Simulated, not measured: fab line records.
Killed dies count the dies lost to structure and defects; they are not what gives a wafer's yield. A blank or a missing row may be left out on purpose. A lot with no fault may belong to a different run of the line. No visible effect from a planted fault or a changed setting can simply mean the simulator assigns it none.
Split-lot experiment :: flow gf180mcu :: 5 lots, 23 wafers read, on a route of 602 steps

SPLIT DETAILS
At GF_M2_PEB_12 (peb time 90 s), the setting peb temp c was moved away from the recipe's 135 C on 11 of the 23 wafers read, by -2.4% to -1.0%. All remaining wafers had this setting at the recipe value.

SPLIT TO READING: what lies between them in the file, 1 step
- GF_M2_DEVELOP_13: develop time 60 s

THE READING
cd nm (nm) at GF_M2_CD_MEAS_14, where the cd target is 280 nm. A value of 279.5 nm with a standard deviation of 0.89 nm is what fault-free wafers of this fab line usually give.

wafer: L074.1
tool, chamber at the split: litho track-02, 0
peb temp c as run, C: 135
against the recipe: recipe
cd nm, nm: 278.7
against lot-mates on the recipe: -

wafer: L074.2
tool, chamber at the split: litho track-02, 0
peb temp c as run, C: 135
against the recipe: recipe
cd nm, nm: 279.2
against lot-mates on the recipe: -

wafer: L074.6
tool, chamber at the split: litho track-02, 0
peb temp c as run, C: 135
against the recipe: recipe
cd nm, nm: 280.1
against lot-mates on the recipe: -

wafer: L078.1
tool, chamber at the split: litho track-01, 0
peb temp c as run, C: 133.1
against the recipe: -1.4%
cd nm, nm: 285.7
against lot-mates on the recipe: +5.1

wafer: L078.2
tool, chamber at the split: litho track-01, 0
peb temp c as run, C: 133.1
against the recipe: -1.4%
cd nm, nm: 286.5
against lot-mates on the recipe: +5.9

wafer: L078.4
tool, chamber at the split: litho track-01, 0
peb temp c as run, C: 135
against the recipe: recipe
cd nm, nm: 280.7
against lot-mates on the recipe: -

wafer: L078.5
tool, chamber at the split: litho track-01, 0
peb temp c as run, C: 135
against the recipe: recipe
cd nm, nm: 280.6
against lot-mates on the recipe: -

wafer: L078.6
tool, chamber at the split: litho track-01, 0
peb temp c as run, C: 133.1
against the recipe: -1.4%
cd nm, nm: 287.4
against lot-mates on the recipe: +6.8

wafer: L080.2
tool, chamber at the split: litho track-04, 0
peb temp c as run, C: 135
against the recipe: recipe
cd nm, nm: 279.5
against lot-mates on the recipe: -

wafer: L080.3
tool, chamber at the split: litho track-04, 0
peb temp c as run, C: 133.6
against the recipe: -1.0%
cd nm, nm: 281.8
against lot-mates on the recipe: +2.7

wafer: L080.4
tool, chamber at the split: litho track-04, 0
peb temp c as run, C: 133.6
against the recipe: -1.0%
cd nm, nm: 283.4
against lot-mates on the recipe: +4.3

wafer: L080.5
tool, chamber at the split: litho track-04, 0
peb temp c as run, C: 135
against the recipe: recipe
cd nm, nm: 279.0
against lot-mates on the recipe: -

wafer: L080.6
tool, chamber at the split: litho track-04, 0
peb temp c as run, C: 135
against the recipe: recipe
cd nm, nm: 278.7
against lot-mates on the recipe: -

wafer: L081.1
tool, chamber at the split: litho track-04, 0
peb temp c as run, C: 135
against the recipe: recipe
cd nm, nm: 278.8
against lot-mates on the recipe: -

wafer: L081.3
tool, chamber at the split: litho track-04, 0
peb temp c as run, C: 132.5
against the recipe: -1.9%
cd nm, nm: 286.3
against lot-mates on the recipe: +7.2

wafer: L081.4
tool, chamber at the split: litho track-04, 0
peb temp c as run, C: 132.5
against the recipe: -1.9%
cd nm, nm: 286.6
against lot-mates on the recipe: +7.5

wafer: L081.5
tool, chamber at the split: litho track-04, 0
peb temp c as run, C: 132.5
against the recipe: -1.9%
cd nm, nm: 286.7
against lot-mates on the recipe: +7.6

wafer: L081.6
tool, chamber at the split: litho track-04, 0
peb temp c as run, C: 135
against the recipe: recipe
cd nm, nm: 279.4
against lot-mates on the recipe: -

wafer: L085.1
tool, chamber at the split: litho track-04, 0
peb temp c as run, C: 131.8
against the recipe: -2.4%
cd nm, nm: 290.0
against lot-mates on the recipe: +10.6

wafer: L085.2
tool, chamber at the split: litho track-04, 0
peb temp c as run, C: 131.8
against the recipe: -2.4%
cd nm, nm: 287.5
against lot-mates on the recipe: +8.1

wafer: L085.3
tool, chamber at the split: litho track-04, 0
peb temp c as run, C: 131.8
against the recipe: -2.4%
cd nm, nm: 289.5
against lot-mates on the recipe: +10.1

wafer: L085.4
tool, chamber at the split: litho track-04, 0
peb temp c as run, C: 135
against the recipe: recipe
cd nm, nm: 280.2
against lot-mates on the recipe: -

wafer: L085.6
tool, chamber at the split: litho track-04, 0
peb temp c as run, C: 135
against the recipe: recipe
cd nm, nm: 278.6
against lot-mates on the recipe: -

FIT RESULTS
A straight line over all 23 wafers: cd nm changes by -4.07 nm for each +1% of peb temp c; r = -0.97; the points scatter about the line by 1 nm.
The same after taking each lot's own level away (the mean of its wafers on the recipe; 23 wafers): -4.04 nm for each +1%; r = -0.98; scatter 0.69 nm.
That fit puts the effect of the largest move of peb temp c on the reading at 9.6 nm.
The span of the lots' own levels, 279.07 to 280.65 nm, comes to 1.8 times the standard deviation stated above.
The two slopes agree, so the slope changes little with the lot-to-lot level.
Check: with one of the wafers moved furthest among these (-2.4%) left out of the fit, the line predicts +9.33 nm for it against its lot-mates. Against them it came out at +10.6 nm.

FURTHER SPLITS ON THESE WAFERS
Before the reading, these wafers also passed through other splits. Each is held against what the fit with the lots' levels taken away leaves over:
other split on the same wafers: GF_CONTACT_DEVELOP_13 dev temp c
wafers away from the commonest value: 7
r with cd nm (lot level and that fit taken away): +0.18

other split on the same wafers: GF_M1_SPUTTER_04 time s
wafers away from the commonest value: 11
r with cd nm (lot level and that fit taken away): -0.13

other split on the same wafers: GF_M1_PEB_12 peb temp c
wafers away from the commonest value: 12
r with cd nm (lot level and that fit taken away): +0.28

other split on the same wafers: GF_M2_SPUTTER_00 chamber pressure pa
wafers away from the commonest value: 15
r with cd nm (lot level and that fit taken away): +0.10

other split on the same wafers: GF_M2_SPUTTER_04 time s
wafers away from the commonest value: 8
r with cd nm (lot level and that fit taken away): -0.15

THE WHOLE CHAIN: every reading that the file lists as answering this split, in the file's order
step: GF_M2_CD_MEAS_14
what it does: target cd 280 nm
reading: cd nm
change (the file's fit): -4 nm for each +1% of the setting
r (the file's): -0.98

step: GF_M2_METAL_ETCH_16
what it does: etches the open film in Cl2/BCl3, stops on SiO2, target depth 627.5 nm, time 104.6 s
reading: M2.cd nm (the simulator's own value, which no gauge read)
change (the file's fit): -4.86 nm for each +1% of the setting
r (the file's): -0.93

FILE'S OWN FIT
cd nm changes by -4 nm for each +1% of peb temp c, r = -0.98.
